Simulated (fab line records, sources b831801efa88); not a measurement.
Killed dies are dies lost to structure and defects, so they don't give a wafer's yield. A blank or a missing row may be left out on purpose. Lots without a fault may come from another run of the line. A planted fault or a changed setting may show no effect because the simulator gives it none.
Chamber matching | flow sky130 | SKY_VIA1_ETCH_15 on rie_diel-03: 4 sister chambers
The step etches SiO2 in C4F8/O2/Ar, stops on TiN, target depth 351 nm, time 54 s. 14 wafers are shown with their chamber, then 7 later ones without.

WAFERS WITH THEIR CHAMBER
wafer  | chamber | oes_product_au (a.u.)
L074.1 | 3       | 0.992
L074.4 | 1       | 0.977
L074.6 | 2       | 0.985
L081.1 | 2       | 0.979
L081.3 | 3       | 0.981
L081.4 | 1       | 0.976
L082.3 | 3       | 0.984
L082.5 | 3       | 0.974
L082.6 | 0       | 0.986
L086.1 | 3       | 0.982
L086.3 | 1       | 0.975
L086.4 | 2       | 0.991
L091.4 | 1       | 0.979
L091.5 | 2       | 0.978

SIGNATURES (means of the wafers above)
reading        | chamber 0 | chamber 1 | chamber 2 | chamber 3 | scatter within a chamber
oes_product_au | 0.98600   | 0.97675   | 0.98325   | 0.98260   | 0.00534
Rule: a wafer's distance from a chamber is the root of the sum, over the readings, of the square of ((its reading less the chamber's mean) divided by the reading's scatter). The wafer belongs to the nearest chamber; if the next one is less than 2 further off, it can't be placed. The scatter: the root of (the sum of the squares of (reading less its chamber's mean) over the shown wafers, divided by (wafers less chambers)).

WAFERS WITHOUT THEIR CHAMBER
wafer  | oes_product_au (a.u.)
L091.6 | 0.980
L094.1 | 0.985
L094.2 | 0.985
L094.5 | 0.990
L096.3 | 0.979
L096.4 | 0.983
L096.5 | 0.980

WHICH CHAMBER EACH WENT THROUGH
wafer  | from the rows above               | in truth
L091.6 | can't be placed: 3 or 1 or 2 or 0 | 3
L094.1 | can't be placed: 0 or 2 or 3 or 1 | 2
L094.2 | can't be placed: 0 or 2 or 3 or 1 | 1
L094.5 | can't be placed: 0 or 2 or 3 or 1 | 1
L096.3 | can't be placed: 1 or 3 or 2 or 0 | 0
L096.4 | can't be placed: 2 or 3 or 0 or 1 | 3
L096.5 | can't be placed: 3 or 1 or 2 or 0 | 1
Placed correctly: 0 of 7. Can't be placed from these rows: 7 (the true chamber is among the candidates in 7). Placed wrongly: 0.
